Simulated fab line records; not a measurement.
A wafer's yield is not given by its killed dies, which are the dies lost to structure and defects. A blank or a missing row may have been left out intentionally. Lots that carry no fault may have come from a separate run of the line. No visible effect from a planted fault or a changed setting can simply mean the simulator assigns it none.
Comparing a struck lot with a sound one | flow sky130 | 14 steps out of a route of 708
Sound: these wafers, L971.1, L971.2, L971.6. Wafers struck: L961.2, L961.3, L961.6. The cause is named last.
For every step that has rows: the tool of each side, followed by ch and its chambers, followed by its first start. Under that, the readings that differ: sound wafers | struck wafers | difference of the means | sigmas: that difference in standard deviations of wafers without a fault.
alike: same words and numbers on both sides, and readings whose means sit less than 2 such deviations apart. not compared: any withheld reading, any reading some wafer has no value for, any bound like >300 that may hide the same value, and any number with overlapping values for which the record gives no deviation.
A row with sigmas, a row that says differs or no value, or rows on one side alone: a step with any of these is where the two part. Numbers that have no deviation but don't overlap get no sigmas and don't part them. A reading that every wafer of one side lacks parts them only if that side has two wafers or more.

first, 2 steps without rows for these wafers: SKY_SALICIDE_CLEAN_00 (cleans in HF-last, time 30 s); SKY_LI_CONTACT_HDPCVD_00 (deposits PSG, target thk 930 nm, time 155 s).
SKY_LI_CONTACT_THK_MEAS_01:
  sound: film metro-01 at day 35 23:38; struck: film metro-04 at day 32 21:01
  alike: LI_CONTACT_HDPCVD_THK
SKY_LI_CONTACT_CMP_02: polishes PSG.
  sound on cmp-01 ch 0,1, day 35 23:41; struck on cmp-02 ch 2,3, day 32 21:04
  alike: head pressure psi, motor current A, time to endpoint s
SKY_LI_CONTACT_BOW_MEAS_03:
  sound: film metro-01 at day 35 23:59; struck: film metro-03 at day 32 21:23
  alike: LI_CONTACT_BOW
then, 7 steps without rows for these wafers: SKY_LI_CONTACT_DEHYDRATE_04 (time 60 s); SKY_LI_CONTACT_HMDS_05 (prime time 60 s); SKY_LI_CONTACT_COAT_06 (resist thk 60 nm); SKY_LI_CONTACT_COAT_07 (resist thk 450 nm); SKY_LI_CONTACT_SOFTBAKE_08 (time 90 s); SKY_LI_CONTACT_EXPOSE_09 (exposes mask LICM1, target cd 170 nm); SKY_LI_CONTACT_PEB_10.
SKY_LI_CONTACT_DEVELOP_11: develop time 60 s.
  struck on litho track-01, day 33 23:00; sound on litho track-02 ch 0, day 37 02:00
  no value came back on the struck wafers for chill plate temp C (C), develop time s (s); on the sound wafers chill plate temp C (C) reads 22.88 22.72 22.98
  reading                                           | sound             | struck            | difference | sigmas
  model.KrF-thick_of_LI_CONTACT_COAT_07.thk nm (nm) | 438.6 437.5 437.6 | 451.4 451.7 451.9 | +13.8      |
SKY_LI_CONTACT_CD_MEAS_12: the cd target is 170 nm.
  sound: cd sem-01 at day 37 02:37; struck: cd sem-01 at day 34 00:05
  reading    | sound             | struck | difference                    | sigmas
  cd nm (nm) | 171.0 170.7 172.5 | - - -  | no value on the struck wafers |

WHERE THEY PART
Earliest at SKY_LI_CONTACT_DEVELOP_11; latest, in this record, at SKY_LI_CONTACT_CD_MEAS_12.

WHY: what had been put in by the simulator
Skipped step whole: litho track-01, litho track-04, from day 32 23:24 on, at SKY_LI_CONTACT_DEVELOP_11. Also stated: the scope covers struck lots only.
